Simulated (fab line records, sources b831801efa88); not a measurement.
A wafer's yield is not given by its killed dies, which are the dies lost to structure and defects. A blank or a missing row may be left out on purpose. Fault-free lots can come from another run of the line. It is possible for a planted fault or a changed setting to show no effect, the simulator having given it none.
The tool behind it: which one?    flow sky130    12 lots with 36 wafers sampled at 5 steps, on a route of 708 steps

== WHAT THE GAUGES SHOWED, per wafer ==
SKY_RES_PROTECT_TW_MEAS_08.
lot   measured      on             POLY_GATE_TW
L597  day 15 20:02  film-metro-04  4062 4057 4049
L599  day 16 09:46  film-metro-01  4094 4101 4098
L600  day 17 03:49  film-metro-04  4083 4053 4061
L601  day 17 10:34  film-metro-04  4063 4059 4073
L602  day 17 18:31  film-metro-02  4013 4020 4034
L603  day 18 09:08  film-metro-02  4050 4060 4043
L605  day 18 19:07  film-metro-02  4034 4031 4041
L607  day 19 16:01  film-metro-01  4061 4070 4083
L606  day 19 16:19  film-metro-02  4015 4035 4059
L614  day 22 07:20  film-metro-01  4070 4084 4087
L616  day 23 02:59  film-metro-04  4034 4078 4052
L618  day 23 20:24  film-metro-01  4081 4063 4086

SKY_POLY_GATE_CD_MEAS_13: target cd 150 nm.
lot   measured      on         cd-nm (nm)
L597  day 17 02:41  cd-sem-01  149.2 149.3 148.0
L599  day 17 16:13  cd-sem-01  148.7 150.3 149.7
L600  day 18 12:04  cd-sem-02  150.7 149.9 149.3
L601  day 18 22:01  cd-sem-01  151.2 149.8 151.2
L602  day 19 06:52  cd-sem-01  146.4 148.8 147.8
L603  day 19 23:08  cd-sem-02  151.6 149.7 150.9
L605  day 20 04:13  cd-sem-02  149.8 149.3 151.0
L607  day 20 23:22  cd-sem-01  148.6 150.3 150.9
L606  day 21 01:19  cd-sem-01  149.4 149.3 149.5
L614  day 23 14:25  cd-sem-01  151.6 151.4 152.1
L616  day 24 11:07  cd-sem-02  152.6 153.3 151.8
L618  day 25 04:54  cd-sem-01  149.2 149.8 150.1

SKY_LDD_HVN_TW_MEAS_10.
lot   measured      on             LDD_HVN_TW
L597  day 21 01:17  film-metro-03  1458 1451 1457
L599  day 21 15:42  film-metro-01  1460 1462 1458
L600  day 22 11:09  film-metro-04  1449 1461 1454
L601  day 22 22:27  film-metro-01  1464 1463 1466
L602  day 23 05:49  film-metro-01  1472 1469 1464
L603  day 23 22:31  film-metro-04  1463 1452 1459
L605  day 24 02:25  film-metro-04  1447 1451 1456
L607  day 24 20:27  film-metro-03  1467 1465 1467
L606  day 24 23:01  film-metro-03  1451 1459 1457
L614  day 27 09:46  film-metro-03  1471 1474 1462
L616  day 28 04:37  film-metro-01  1457 1467 1466
L618  day 28 22:35  film-metro-04  1451 1454 1455

== TOOL THAT RAN EACH LOT (tool first, then ch and the chambers of the sampled wafers, then the start) ==
lot   SKY_LDD_N_IMPLANT_09             SKY_LDD_N_STRIP_16
L597  implanter-04 ch 0, day 18 11:04  plasma-asher-03 ch 0,1, day 18 12:06
L599  implanter-01 ch 0, day 19 01:04  plasma-asher-04 ch 0,1, day 19 02:07
L600  implanter-01 ch 0, day 19 21:36  plasma-asher-04 ch 0,1, day 19 22:39
L601  implanter-04 ch 0, day 20 08:40  plasma-asher-03 ch 0,1, day 20 09:43
L602  implanter-04 ch 0, day 20 16:19  plasma-asher-04 ch 0,1, day 20 17:22
L603  implanter-03 ch 0, day 21 08:29  plasma-asher-01 ch 0,1, day 21 09:31
L605  implanter-04 ch 0, day 21 12:54  plasma-asher-03 ch 0,1, day 21 13:57
L607  implanter-04 ch 0, day 22 07:52  plasma-asher-03 ch 0,1, day 22 08:55
L606  implanter-03 ch 0, day 22 09:46  plasma-asher-03 ch 1, day 22 10:49
L614  implanter-03 ch 0, day 24 22:22  plasma-asher-04 ch 0,1, day 24 23:25
L616  implanter-04 ch 0, day 25 17:55  plasma-asher-01 ch 0,1, day 25 18:58
L618  implanter-04 ch 0, day 26 12:06  plasma-asher-01 ch 0,1, day 26 13:08
- SKY_LDD_N_IMPLANT_09
- SKY_LDD_N_STRIP_16: strips in O2/N2.

== AS READ BY THE TOOLS THEMSELVES (means over the sampled wafers that have a number; for cases with no such wafer, the mark the record gives instead) ==
SKY_LDD_N_IMPLANT_09.
lot   tool          dose-ions-cm2  faraday-current-uA
L597  implanter-04  7.499e+13      426
L599  implanter-01  7.496e+13      428
L600  implanter-01  7.504e+13      417
L601  implanter-04  7.493e+13      423
L602  implanter-04  7.500e+13      422
L603  implanter-03  7.507e+13      426
L605  implanter-04  6.398e+13      355
L607  implanter-04  6.401e+13      349
L606  implanter-03  7.499e+13      416
L614  implanter-03  7.499e+13      428
L616  implanter-04  7.507e+13      428
L618  implanter-04  7.502e+13      438

SKY_LDD_N_STRIP_16.
lot   tool             drypump-motor-current-A (A)  oes-product-au (a.u.)  strip-time-to-endpoint-s (s)
L597  plasma-asher-03  6.3                          0.409                  4.318
L599  plasma-asher-04  6.1                          0.408                  4.329
L600  plasma-asher-04  6.1                          0.406                  4.331
L601  plasma-asher-03  6.3                          0.404                  4.325
L602  plasma-asher-04  6.0                          0.406                  4.316
L603  plasma-asher-01  5.2                          0.409                  4.325
L605  plasma-asher-03  6.3                          0.401                  4.282
L607  plasma-asher-03  6.1                          0.404                  4.263
L606  plasma-asher-03  6.5                          0.412                  4.317
L614  plasma-asher-04  6.0                          0.406                  4.315
L616  plasma-asher-01  5.2                          0.405                  4.336
L618  plasma-asher-01  5.2                          0.407                  4.308

== THE ANSWER, worked out from the rows above alone ==
Rule: what is usual is taken from the lots themselves. The widest of any qualifying gaps counts: lots, ordered by their means at a reading, are off when they make up no more than a third of the lots, leave a main group of 4 or more, and stand apart from it by 3 or more times the standard deviation of that group's means. The tables above print the reading to a certain number of digits; a main group whose means all agree to those digits is not used. A lot without any number at a reading at which 4 lots or more have one is off too. Where the step has rows for the other lots, those lots are counted as sound. After the gauges, taken in route order, come the tools' own readings; for these a lot's mean is taken, as printed above. The first step at which some lot is off is used, and at that step the reading that is off furthest; a lot without a number counts as furthest.
Off at SKY_LDD_N_IMPLANT_09 (dose-ions-cm2): L605, L607. For the main group the mean is 7.501e+13 and the standard deviation 4.3e+10.
A tool fits if, at that step or a process step before it, it ran every lot that is off, and no sound lot after the first of them. Of those tried, none fits.

== WHAT THE SIMULATOR PUT IN ==
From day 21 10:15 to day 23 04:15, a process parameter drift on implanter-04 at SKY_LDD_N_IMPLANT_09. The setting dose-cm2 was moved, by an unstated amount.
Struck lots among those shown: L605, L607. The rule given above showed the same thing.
